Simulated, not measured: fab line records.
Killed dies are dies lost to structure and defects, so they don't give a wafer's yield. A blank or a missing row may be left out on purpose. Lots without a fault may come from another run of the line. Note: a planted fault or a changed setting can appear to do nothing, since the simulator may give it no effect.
Which tool is to blame? ; flow sky130 ; 36 wafers from 12 lots sampled at 5 of the route's 708 steps

## WHAT THE GAUGES SHOWED, per wafer
SKY_VIA2_THK_MEAS_01.
lot;measured;on;VIA2_HDPCVD_THK (nm)
L101;day 35 05:14;film-metro-03;1152 1177 1183
L103;day 36 05:01;film-metro-01;1161 1187 1207
L106;day 37 07:03;film-metro-04;1208 1198 1218
L107;day 37 09:50;film-metro-03;1198 1209 1202
L110;day 38 09:13;film-metro-04;1163 1178 1156
L111;day 38 12:34;film-metro-04;1190 1209 1176
L112;day 38 22:29;film-metro-04;1768 1769 1787 1766 1769 1786
L113;day 39 08:15;film-metro-03;1761 1758 1774 1762 1757 1777
L117;day 41 01:48;film-metro-03;1167 1185 1189
L121;day 41 16:23;film-metro-03;1156 1172 1186
L123;day 42 00:05;film-metro-01;1184 1182 1173
L122;day 42 03:14;film-metro-04;1189 1193 1189

SKY_VIA2_OVL_MEAS_13.
lot;measured;on;VIA2_OVL (nm)
L101;day 36 08:22;overlay-02;-1 -2 -3
L103;day 37 07:28;overlay-02;3 0 -2
L106;day 38 08:55;overlay-01;-5 -1 -3
L107;day 38 11:55;overlay-01;4 -2 4
L110;day 39 10:55;overlay-02;-10 1 -9
L111;day 39 14:10;overlay-02;-13 -3 0
L112;day 39 23:52;overlay-02;6 2 1
L113;day 40 08:56;overlay-01;-2 -2 -8
L117;day 42 02:22;overlay-01;2 -10 -6
L121;day 42 16:26;overlay-02;-7 -10 -11
L123;day 42 23:54;overlay-01;-1 3 -10
L122;day 43 02:43;overlay-01;-13 -14 -7

## WHICH TOOL RAN EACH LOT (tool, then ch and the chambers of the sampled wafers, then the start)
lot;SKY_VIA1_CVD_21;SKY_VIA1_CMP_24;SKY_VIA2_HDPCVD_00
L101;cvd-w-01 ch 0,1, day 34 01:17;cmp-01 ch 0,1, day 34 01:34;hdpcvd-01 ch 0,2, day 35 05:06
L103;cvd-w-01 ch 0,1, day 35 00:55;cmp-01 ch 0,2,3, day 35 01:17;hdpcvd-02 ch 0,1,2, day 36 04:52
L106;cvd-w-02 ch 0,1, day 36 03:19;cmp-02 ch 0,2,3, day 36 03:44;hdpcvd-02 ch 1,2, day 37 06:55
L107;cvd-w-01 ch 0,1, day 36 06:46;cmp-02 ch 2,3, day 36 07:02;hdpcvd-02 ch 0,1, day 37 09:42
L110;cvd-w-01 ch 0,1, day 37 05:44;cmp-01 ch 0,2,3, day 37 06:03;hdpcvd-01 ch 0,1,2, day 38 09:05
L111;cvd-w-01 ch 1, day 37 09:00;cmp-01 ch 2,3, day 37 09:16;hdpcvd-02 ch 0,1,2, day 38 12:26
L112;cvd-w-02 ch 0,1, day 37 19:07;cmp-01 ch 0,1,3, day 37 19:24;hdpcvd-01 ch 0,2, day 38 22:21
L113;cvd-w-02 ch 0,1, day 38 05:19;cmp-02 ch 0,2,3, day 38 05:40;hdpcvd-01 ch 0,1,2, day 39 08:06
L117;cvd-w-01 ch 0,1, day 39 23:46;cmp-01 ch 0,1,2, day 40 00:02;hdpcvd-02 ch 0,1,2, day 41 01:40
L121;cvd-w-01 ch 0, day 40 14:50;cmp-01 ch 0,1,3, day 40 15:10;hdpcvd-02 ch 0,1,2, day 41 16:15
L123;cvd-w-02 ch 1, day 40 22:25;cmp-01 ch 1,2,3, day 40 22:47;hdpcvd-01 ch 0,1, day 41 23:57
L122;cvd-w-02 ch 0,1, day 41 00:47;cmp-02 ch 0,2,3, day 41 01:13;hdpcvd-01 ch 0,1, day 42 03:07
- SKY_VIA1_CVD_21: deposits W, target thk 270 nm, time 80.902 s.
- SKY_VIA1_CMP_24: polishes, stops on SiO2, t overpolish 15 s, target thk 0 nm.
- SKY_VIA2_HDPCVD_00: deposits SiO2, target thk 1180 nm, time 196.7 s.

## AS READ BY THE TOOLS THEMSELVES (means over the sampled wafers that have a number; for cases with no such wafer, the mark the record gives instead)
SKY_VIA1_CVD_21.
lot;tool;heater-power-w (W)
L101;cvd-w-01;856
L103;cvd-w-01;873
L106;cvd-w-02;928
L107;cvd-w-01;870
L110;cvd-w-01;876
L111;cvd-w-01;893
L112;cvd-w-02;903
L113;cvd-w-02;849
L117;cvd-w-01;863
L121;cvd-w-01;845
L123;cvd-w-02;843
L122;cvd-w-02;830

SKY_VIA1_CMP_24.
lot;tool;edge-zone-pressure-frac;motor-current-A (A);overpolish-run-s (s);time-to-endpoint-s (s)
L101;cmp-01;1.000;10.5;15.007;64
L103;cmp-01;1.003;11.5;14.998;63
L106;cmp-02;1.001;10.5;14.997;67
L107;cmp-02;0.998;10.4;14.996;70
L110;cmp-01;0.997;11.5;15.001;68
L111;cmp-01;0.997;11.8;15.012;63
L112;cmp-01;1.001;11.0;15.008;66
L113;cmp-02;1.002;10.6;15.001;66
L117;cmp-01;1.002;10.7;15.004;65
L121;cmp-01;0.995;11.4;15.006;62
L123;cmp-01;1.002;11.3;15.011;63
L122;cmp-02;1.000;10.5;14.999;71

SKY_VIA2_HDPCVD_00.
lot;tool;sih4-flow-sccm (sccm)
L101;hdpcvd-01;60.21
L103;hdpcvd-02;59.91
L106;hdpcvd-02;59.99
L107;hdpcvd-02;59.98
L110;hdpcvd-01;59.92
L111;hdpcvd-02;59.90
L112;hdpcvd-01;89.94
L113;hdpcvd-01;90.12
L117;hdpcvd-02;59.92
L121;hdpcvd-02;59.87
L123;hdpcvd-01;60.13
L122;hdpcvd-01;60.08

## THE ANSWER, worked out from the rows above alone
Rule: what is usual is taken from the lots themselves. The widest of any qualifying gaps counts: lots, ordered by their means at a reading, are off when they make up no more than a third of the lots, leave a main group of 4 or more, and stand apart from it by 3 or more times the standard deviation of that group's means. If all means in a main group match to the digits the tables above print for the reading, that group is not used. Also off: a lot with no number at a reading for which 4 or more lots have one. Where the step has rows for the other lots, those lots are counted as sound. After the gauges, taken in route order, come the tools' own readings; for these a lot's mean is taken, as printed above. At the first step where some lot is off, the reading lying furthest off is the one used; lots without a number count as furthest.
Off: at SKY_VIA2_THK_MEAS_01 (VIA2_HDPCVD_THK), L112, L113. Main group: mean 1185 nm, sd 13.
A tool fits if, at a process step before that reading, it ran every lot that is off, and no sound lot after the first of them. The gauges at SKY_VIA2_THK_MEAS_01 aren't tried: what is off there is off at SKY_VIA2_HDPCVD_00 too, on other tools, and a gauge's error can't cause that. No candidate that was tried fits.

## WHAT WAS PUT IN BY THE SIMULATOR
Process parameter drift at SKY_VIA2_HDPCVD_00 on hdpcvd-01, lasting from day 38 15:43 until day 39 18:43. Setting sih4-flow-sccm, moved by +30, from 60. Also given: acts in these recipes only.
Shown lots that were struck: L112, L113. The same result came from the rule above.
